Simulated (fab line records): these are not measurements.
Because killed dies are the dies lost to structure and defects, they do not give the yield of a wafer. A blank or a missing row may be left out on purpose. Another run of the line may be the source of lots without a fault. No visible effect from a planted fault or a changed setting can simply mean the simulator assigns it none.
Check of tool commonality | flow sky130 | 11 lots, 42 wafers sampled

== THE REASON FOR OPENING IT ==
3 of 11 lots carry a flag on the reading GATE_OXIDE_TW at SKY_GATE_OXIDE_TW_MEAS_14. Fault-free wafers read 221.9, with a standard deviation of 2.
Rule: a lot gets a flag if all its wafers with a number sit over 4 standard deviations from that mean, or if no wafer of it has a number. The rest of the lots are taken to be sound.

lot  | measured     | on            | GATE_OXIDE_TW, wafer by wafer       | flag
L120 | day 14 16:25 | film metro-02 | 223.2 222.6 223.3                   |
L122 | day 15 11:53 | film metro-04 | 223.0 223.3 223.6                   |
L124 | day 16 05:20 | film metro-01 | 222.6 221.1 222.0                   |
L125 | day 16 12:31 | film metro-02 | 218.7 218.6 218.8                   |
L127 | day 17 05:49 | film metro-02 | 220.5 219.9 220.5                   |
L128 | day 17 12:45 | film metro-04 | 223.9 224.3 224.5                   |
L131 | day 18 20:32 | film metro-02 | 197.8 197.7 197.2 197.2 196.8 197.9 | FLAGGED
L132 | day 19 10:05 | film metro-01 | 200.8 200.3 201.0 200.3 201.0 200.7 | FLAGGED
L133 | day 19 13:11 | film metro-02 | 198.0 199.0 197.7 198.0 197.9 197.6 | FLAGGED
L135 | day 20 08:49 | film metro-01 | 221.8 222.6 222.4                   |
L140 | day 22 13:56 | film metro-01 | 223.4 223.2 224.4                   |
The numbers of the flagged lots are 198.7 on average: -23.2 against the usual, or -12 standard deviations.

== LOT BY LOT: THE TOOL USED ==
Before the reading, the record contains 3 process steps out of a 708-step route. Read each cell as the tool, then ch plus the chambers that the sampled wafers visited, then the start.
lot  | flag    | SKY_VT_ADJUST_NCORE_STRIP_10         | SKY_GATE_OXIDE_IMPLANT_11       | SKY_GATE_OXIDE_STRIP_13
L120 |         | plasma asher-02 ch 0,1, day 9 08:59  | implanter-04 ch 0, day 14 16:04 | plasma asher-02 ch 1, day 14 16:19
L122 |         | plasma asher-04 ch 0,1, day 10 02:20 | implanter-01 ch 0, day 15 11:34 | plasma asher-02 ch 0,1, day 15 11:47
L124 |         | plasma asher-01 ch 0,1, day 10 13:11 | implanter-04 ch 0, day 16 04:59 | plasma asher-01 ch 0,1, day 16 05:13
L125 |         | plasma asher-02 ch 0,1, day 10 20:08 | implanter-04 ch 0, day 16 12:03 | plasma asher-02 ch 0,1, day 16 12:24
L127 |         | plasma asher-02 ch 0,1, day 11 10:02 | implanter-01 ch 0, day 17 05:28 | plasma asher-04 ch 0,1, day 17 05:43
L128 |         | plasma asher-02 ch 0,1, day 11 16:08 | implanter-01 ch 0, day 17 12:24 | plasma asher-01 ch 0,1, day 17 12:39
L131 | FLAGGED | plasma asher-01 ch 0, day 12 18:56   | implanter-01 ch 0, day 18 20:10 | plasma asher-04 ch 0,1, day 18 20:26
L132 | FLAGGED | plasma asher-01 ch 0,1, day 13 04:14 | implanter-01 ch 0, day 19 09:43 | plasma asher-04 ch 0,1, day 19 09:59
L133 | FLAGGED | plasma asher-04 ch 0, day 13 08:17   | implanter-01 ch 0, day 19 12:49 | plasma asher-04 ch 0,1, day 19 13:05
L135 |         | plasma asher-04 ch 0,1, day 14 00:11 | implanter-04 ch 0, day 20 08:28 | plasma asher-02 ch 0,1, day 20 08:43
L140 |         | plasma asher-01 ch 0,1, day 15 10:19 | implanter-01 ch 0, day 22 13:37 | plasma asher-04 ch 0,1, day 22 13:52
What these steps do:
- SKY_VT_ADJUST_NCORE_STRIP_10: strips in O2/N2.
- SKY_GATE_OXIDE_IMPLANT_11
- SKY_GATE_OXIDE_STRIP_13: strips in O2/N2.
- SKY_GATE_OXIDE_TW_MEAS_14

== FLAGGED AGAINST TOTAL, ONE TOOL AT A TIME (gauges that did the reading follow at the end) ==
step                         | tool            | lots run | flagged | share of the flagged lots | sound lots run after its first flagged lot
SKY_VT_ADJUST_NCORE_STRIP_10 | plasma asher-01 | 4        | 2       | some                      | 1 (L140)
SKY_VT_ADJUST_NCORE_STRIP_10 | plasma asher-02 | 4        | 0       | none                      | -
SKY_VT_ADJUST_NCORE_STRIP_10 | plasma asher-04 | 3        | 1       | some                      | 1 (L135)
SKY_GATE_OXIDE_IMPLANT_11    | implanter-01    | 7        | 3       | all                       | 1 (L140)
SKY_GATE_OXIDE_IMPLANT_11    | implanter-04    | 4        | 0       | none                      | -
SKY_GATE_OXIDE_STRIP_13      | plasma asher-01 | 2        | 0       | none                      | -
SKY_GATE_OXIDE_STRIP_13      | plasma asher-02 | 4        | 0       | none                      | -
SKY_GATE_OXIDE_STRIP_13      | plasma asher-04 | 5        | 3       | all                       | 1 (L140)
SKY_GATE_OXIDE_TW_MEAS_14    | film metro-01   | 4        | 1       | some                      | 2 (L135,L140)
SKY_GATE_OXIDE_TW_MEAS_14    | film metro-02   | 5        | 2       | some                      | 0
SKY_GATE_OXIDE_TW_MEAS_14    | film metro-04   | 2        | 0       | none                      | -

== THE TABLE: WHAT IT ALLOWS ==
2 rows of the table ran every flagged lot: implanter-01 at SKY_GATE_OXIDE_IMPLANT_11, plasma asher-04 at SKY_GATE_OXIDE_STRIP_13.
- implanter-01 at SKY_GATE_OXIDE_IMPLANT_11: 3 of its 7 lots flagged. Sound lots followed the first flagged one (L140) on it, something a lasting fault affecting the whole tool could not allow. Its own readings (dose ions cm2, faraday current uA) fall more than 4 standard deviations out on all wafers of the flagged lots.
- plasma asher-04 at SKY_GATE_OXIDE_STRIP_13: 3 of its 5 lots flagged. Sound lots followed the first flagged one (L140) on it, something a lasting fault affecting the whole tool could not allow.
None of the table's rows ran every flagged lot and, after the first, no sound lot.

== WHAT THE SIMULATOR HAD PUT IN ==
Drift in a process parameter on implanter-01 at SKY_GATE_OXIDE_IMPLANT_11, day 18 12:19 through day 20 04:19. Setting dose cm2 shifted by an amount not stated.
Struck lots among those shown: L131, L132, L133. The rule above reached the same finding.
